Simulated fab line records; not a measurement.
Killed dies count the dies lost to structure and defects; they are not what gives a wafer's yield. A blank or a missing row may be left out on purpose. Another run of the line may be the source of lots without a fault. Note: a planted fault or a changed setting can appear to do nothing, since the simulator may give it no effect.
Which tool did it? ; flow gf180mcu ; 36 wafers sampled from 12 lots at 1 step of a route of 602

== WHAT THE GAUGES READ, wafer by wafer ==
GF_V1_CD_MEAS_14 targets a cd of 260 nm.
lot;measured;on;cd nm (nm)
L075;day 18 04:58;cd sem-01;259.7 259.6 259.7
L077;day 19 01:11;cd sem-01;260.3 260.4 260.2
L079;day 20 01:45;cd sem-01;260.3 259.8 259.7
L081;day 20 17:45;cd sem-02;260.5 260.8 261.4
L083;day 21 10:24;cd sem-02;261.3 260.5 260.8
L085;day 22 09:43;cd sem-02;258.9 257.9 259.2
L087;day 22 18:53;cd sem-02;261.6 261.8 260.5
L090;day 24 00:10;cd sem-02;258.2 259.4 259.5
L091;day 24 14:31;cd sem-01;258.3 257.5 259.4
L093;day 24 22:17;cd sem-02;259.3 258.6 259.8
L095;day 25 09:07;cd sem-02;262.4 261.9 261.4
L097;day 26 00:41;cd sem-02;258.4 259.2 260.0

== WHAT TOOL EACH LOT RAN ON (gives the tool, then ch and the chambers of the sampled wafers, and finally the start) ==
Before these readings, the record contains no process step.

== THE ANSWER, worked out from the rows above alone ==
Rule: the lots themselves supply what counts as usual. Put in order of their means at a reading, lots are off if they are a third of the lots or fewer, leave a main group of 4 or more, and stand apart from it by a gap of 3 or more times the standard deviation of the main group's means; of several such gaps the widest counts. If all means in a main group match to the digits the tables above print for the reading, that group is not used. Also off: a lot with no number at a reading for which 4 or more lots have one. All remaining lots with rows at the step are treated as sound.
No lot is off at any reading shown: from this, nothing can be told.

== WHAT THE SIMULATOR PUT IN ==
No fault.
